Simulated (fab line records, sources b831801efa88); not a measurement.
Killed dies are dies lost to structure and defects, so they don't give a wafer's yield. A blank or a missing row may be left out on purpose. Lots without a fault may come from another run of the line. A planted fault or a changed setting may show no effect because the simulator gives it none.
Which tool did it? | flow sky130 | 12 lots, 36 wafers sampled, at 2 steps of a route of 708

WHAT THE GAUGES READ, wafer by wafer
SKY_VIA4_OVL_MEAS_11. Usual: VIA4_OVL 0.8 nm, standard deviation 1.2.
lot  | measured     | on         | VIA4_OVL (nm) | flag
L117 | day 42 08:57 | overlay-01 | 0.0 0.9 -1.6  |
L118 | day 43 09:45 | overlay-01 | 2.6 -0.1 0.1  |
L121 | day 44 21:44 | overlay-02 | 0.1 1.1 1.3   |
L122 | day 44 22:02 | overlay-01 | 0.6 1.9 2.2   |
L124 | day 44 22:08 | overlay-02 | 1.9 0.7 1.4   |
L125 | day 45 05:29 | overlay-02 | 1.1 2.6 1.1   |
L129 | day 46 00:08 | overlay-01 | 0.6 0.0 0.8   |
L132 | day 46 18:30 | overlay-02 | 3.3 3.8 4.1   |
L135 | day 47 23:05 | overlay-01 | 0.3 -0.3 1.2  |
L136 | day 48 03:06 | overlay-01 | 1.5 1.6 0.7   |
L138 | day 48 06:38 | overlay-01 | -1.5 -0.6 0.2 |
L137 | day 48 08:47 | overlay-02 | 0.9 1.2 0.7   |

WHICH TOOL RAN EACH LOT (tool, then ch and the chambers of the sampled wafers, then the start)
lot  | SKY_VIA2_STRIP_16
L117 | plasma_asher-03 ch 0,1, day 35 21:24
L118 | plasma_asher-03 ch 0,1, day 37 02:17
L121 | plasma_asher-04 ch 0,1, day 38 16:31
L122 | plasma_asher-03 ch 0,1, day 38 18:09
L124 | plasma_asher-03 ch 0,1, day 38 20:03
L125 | plasma_asher-03 ch 0,1, day 39 01:45
L129 | plasma_asher-03 ch 0,1, day 39 23:39
L132 | plasma_asher-03 ch 0,1, day 40 20:36
L135 | plasma_asher-03 ch 0,1, day 42 06:11
L136 | plasma_asher-01 ch 0, day 42 11:47
L138 | plasma_asher-04 ch 0, day 42 16:35
L137 | plasma_asher-03 ch 0,1, day 42 20:29
- SKY_VIA2_STRIP_16: strips in O2/N2.

WHAT THE TOOLS THEMSELVES READ (means of the sampled wafers that have a number; where no wafer has one, the mark that the record gives instead)
SKY_VIA2_STRIP_16. Usual: drypump_motor_current_A 5.8 A, standard deviation 0.45; oes_product_au 0.399 a.u., standard deviation 0.0043; strip_time_to_endpoint_s 4.039 s, standard deviation 0.022.
lot  | tool            | drypump_motor_current_A (A) | oes_product_au (a.u.) | strip_time_to_endpoint_s (s) | flag
L117 | plasma_asher-03 | 6.1                         | 0.402                 | 4.047                        |
L118 | plasma_asher-03 | 6.1                         | 0.398                 | 4.035                        |
L121 | plasma_asher-04 | 5.8                         | 0.394                 | 4.027                        |
L122 | plasma_asher-03 | 6.1                         | 0.399                 | 4.062                        |
L124 | plasma_asher-03 | 5.9                         | 0.401                 | 4.072                        |
L125 | plasma_asher-03 | 6.1                         | 0.399                 | 4.019                        |
L129 | plasma_asher-03 | 6.1                         | 0.397                 | 4.038                        |
L132 | plasma_asher-03 | 6.1                         | 0.396                 | 4.012                        |
L135 | plasma_asher-03 | 5.9                         | 0.399                 | 4.029                        |
L136 | plasma_asher-01 | 5.6                         | 0.399                 | 4.042                        |
L138 | plasma_asher-04 | 6.3                         | 0.400                 | 4.062                        |
L137 | plasma_asher-03 | 6.1                         | 0.402                 | 4.069                        |

THE ANSWER, worked out from the rows above alone
Rule: a lot is off if the mean of its wafers that have a number lies more than 3 standard deviations from the usual mean. A lot without any number at a reading at which 4 lots or more have one is off too. The other lots that the step has rows for count as sound. The gauges are gone through in route order, then the tools' own readings, and for those a lot's mean is taken as printed above. The first step at which some lot is off is used, and at that step the reading that is off furthest; a lot without a number counts as furthest.
No lot is off at any reading shown: from this, nothing can be told.

WHAT THE SIMULATOR HAD PUT IN
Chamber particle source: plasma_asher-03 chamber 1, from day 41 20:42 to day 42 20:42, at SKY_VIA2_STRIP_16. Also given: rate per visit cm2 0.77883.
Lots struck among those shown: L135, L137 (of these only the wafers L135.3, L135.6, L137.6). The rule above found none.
